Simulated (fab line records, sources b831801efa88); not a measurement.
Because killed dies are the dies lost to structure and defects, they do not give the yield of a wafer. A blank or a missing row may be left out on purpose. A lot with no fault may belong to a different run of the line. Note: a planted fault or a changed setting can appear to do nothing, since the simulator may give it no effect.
Which of the tools did it? ; flow sky130 ; 11 lots, 33 wafers sampled, at 2 steps of a route of 708

WHAT THE GAUGES SHOWED, per wafer
SKY_DNWELL_TW_MEAS_09.
lot;measured;on;DNWELL_TW
L924;day 3 07:39;film-metro-03;1113 1113 1107
L925;day 3 18:08;film-metro-03;1112 1116 1112
L928;day 4 03:04;film-metro-02;1133 1130 1124
L929;day 4 07:49;film-metro-02;1133 1125 1128
L931;day 4 18:38;film-metro-02;1129 1129 1135
L932;day 4 22:25;film-metro-03;1118 1123 1113
L933;day 5 04:52;film-metro-04;1110 1112 1110
L934;day 5 08:39;film-metro-02;1138 1135 1133
L937;day 6 08:20;film-metro-03;30 30 30
L943;day 7 14:23;film-metro-03;1117 1114 1121
L947;day 8 07:31;film-metro-04;1106 1110 1107

WHAT TOOL EACH LOT RAN ON (gives the tool, then ch and the chambers of the sampled wafers, and finally the start)
lot;SKY_DNWELL_EXPOSE_04
L924;iline-stepper-02 ch 0, day 3 00:26
L925;iline-stepper-01 ch 0, day 3 09:28
L928;iline-stepper-02 ch 0, day 3 19:05
L929;iline-stepper-01 ch 0, day 3 23:54
L931;iline-stepper-02 ch 0, day 4 09:46
L932;iline-stepper-01 ch 0, day 4 14:06
L933;iline-stepper-02 ch 0, day 4 20:00
L934;iline-stepper-02 ch 0, day 4 23:36
L937;iline-stepper-01 ch 0, day 5 22:43
L943;iline-stepper-01 ch 0, day 7 04:49
L947;iline-stepper-02 ch 0, day 7 21:35
- SKY_DNWELL_EXPOSE_04: exposes mask DNM, target cd 3000 nm.

THE ANSWER, worked out from the rows above alone
Rule: usual is defined by the lots themselves. The widest of any qualifying gaps counts: lots, ordered by their means at a reading, are off when they make up no more than a third of the lots, leave a main group of 4 or more, and stand apart from it by 3 or more times the standard deviation of that group's means. A main group whose means are all the same, to the digits that the tables above print for the reading, isn't used. A lot without any number at a reading at which 4 lots or more have one is off too. Any other lot the step has rows for is counted as sound.
Off: L937, at SKY_DNWELL_TW_MEAS_09 (DNWELL_TW). Main group: mean 1120, sd 9.4.
If a tool, at a process step before that reading, ran all the lots that are off and no sound lot after the first of them, it fits. Gauges at SKY_DNWELL_TW_MEAS_09: tried the same way as those tools. Of those tried, none fits.

WHAT THE SIMULATOR PUT IN
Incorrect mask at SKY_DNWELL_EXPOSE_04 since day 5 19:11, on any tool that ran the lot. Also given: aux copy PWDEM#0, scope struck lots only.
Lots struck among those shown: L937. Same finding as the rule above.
